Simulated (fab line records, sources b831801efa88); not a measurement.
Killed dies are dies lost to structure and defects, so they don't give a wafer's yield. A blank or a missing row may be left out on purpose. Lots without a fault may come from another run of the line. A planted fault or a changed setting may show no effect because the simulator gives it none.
One fault seen from 2 desks | flow gf180mcu | each desk has only its own numbers; what lay behind them comes last

THE TOOL OWNER'S DESK: cvd_w-02
The tool's own readings at GF_CONTACT_CVD_24 (deposits W, target thk 300 nm, time 90.339 s): means of the sampled wafers that have a number, for each lot that ran on this tool. A lot is out of limits, marked OUT, if its mean lies more than 4 standard deviations from the usual mean; the brackets give that distance.
Columns: A = chamber_pressure_Torr at GF_CONTACT_CVD_24, usual 40.01 Torr; B = heater_power_w at GF_CONTACT_CVD_24, usual 966 W; C = susceptor_temp_C at GF_CONTACT_CVD_24, usual 400.00 C
lot  | first seen here | A               | B    | C
L346 | day 16 00:49    | 40.06           | 1026 | 400.00
L347 | day 16 06:36    | 39.98           | 1011 | 399.90
L349 | day 17 07:52    | 39.96           | 1012 | 400.09
L350 | day 17 12:37    | 39.97           | 981  | 400.08
L353 | day 18 17:19    | 40.03           | 1011 | 399.86
L354 | day 18 23:28    | 39.91           | 968  | 400.05
L357 | day 20 09:39    | 41.85 (+22) OUT | 996  | 400.01
L358 | day 20 21:11    | 43.55 (+43) OUT | 972  | 399.88
L367 | day 23 12:39    | 40.02           | 1006 | 400.11
L368 | day 23 20:55    | 39.92           | 997  | 399.91
This desk's finding: out of limits on L357, L358; first on L357, day 20 09:39 (chamber_pressure_Torr at GF_CONTACT_CVD_24). In limits: L346, L347, L349, L350, L353, L354, L367, L368.

THE METROLOGY DESK
What the gauges read, lot by lot, whatever tool the lot ran on: means of the sampled wafers that have a number. A lot is out of limits, marked OUT, if its mean lies more than 4 standard deviations from the usual mean; the brackets give that distance.
Columns: A = CONTACT_CVD_00_THK at GF_CONTACT_THK_MEAS_01, usual 302.5 nm; B = CONTACT_W_RS at GF_CONTACT_RS_MEAS_25, usual 0.382 ohm/sq; C = CONTACT_W_THK at GF_CONTACT_THK_MEAS_26, usual 303 nm; D = M1_ALCU_RS at GF_M1_RS_MEAS_05, usual 0.0695 ohm/sq; E = M1_ALCU_THK at GF_M1_THK_MEAS_06, usual 447 nm
lot  | first seen here | A     | B                | C              | D      | E
L346 | day 15 01:47    | 301.6 | 0.384            | 303            | 0.0687 | 452
L347 | day 15 07:21    | 301.6 | 0.390            | 299            | 0.0691 | 452
L349 | day 16 07:55    | 302.8 | 0.381            | 306            | 0.0698 | 444
L350 | day 16 12:50    | 300.0 | 0.378            | 309            | 0.0692 | 448
L351 | day 16 21:33    | 302.5 | 0.381            | 306            | 0.0701 | 444
L352 | day 17 04:28    | 303.7 | 0.384            | 299            | 0.0681 | 454
L353 | day 17 16:58    | 303.1 | 0.383            | 301            | 0.0694 | 445
L354 | day 17 22:49    | 302.3 | 0.380            | 302            | 0.0692 | 450
L357 | day 19 07:47    | 301.9 | 0.379            | 306            | 0.0704 | 440
L358 | day 19 19:46    | 303.5 | 0.361 (-4.8) OUT | 325 (+4.9) OUT | 0.0697 | 444
L367 | day 22 13:16    | 302.4 | 0.384            | 303            | 0.0703 | 443
L368 | day 22 20:52    | 301.9 | 0.384            | 298            | 0.0703 | 441
L369 | day 23 09:10    | 303.1 | 0.386            | 301            | 0.0707 | 439
This desk's finding: out of limits on L358; first on L358, day 20 21:17 (CONTACT_W_RS at GF_CONTACT_RS_MEAS_25). In limits: L346, L347, L349, L350, L351, L352, L353, L354, L357, L367, L368, L369.

PUT TOGETHER
The tool owner's desk could have raised an alarm at day 20 09:39, on L357, L358.
The metrology desk could have raised an alarm at day 20 21:17, on L358.
The metrology desk has L357 on record, within its limits.
Of the lots named, all ran GF_CONTACT_CVD_24 on cvd_w-02.

WHAT THE SIMULATOR HAD PUT IN
Process parameter drift: cvd_w-02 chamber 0, from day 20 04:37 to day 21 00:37, at GF_CONTACT_CVD_24. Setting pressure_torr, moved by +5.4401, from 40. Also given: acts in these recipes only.
Lots struck among those shown: L357, L358.
Hours from the fault's start to each desk's first reading out of limits: the tool owner's desk, 5; the metrology desk, 17.
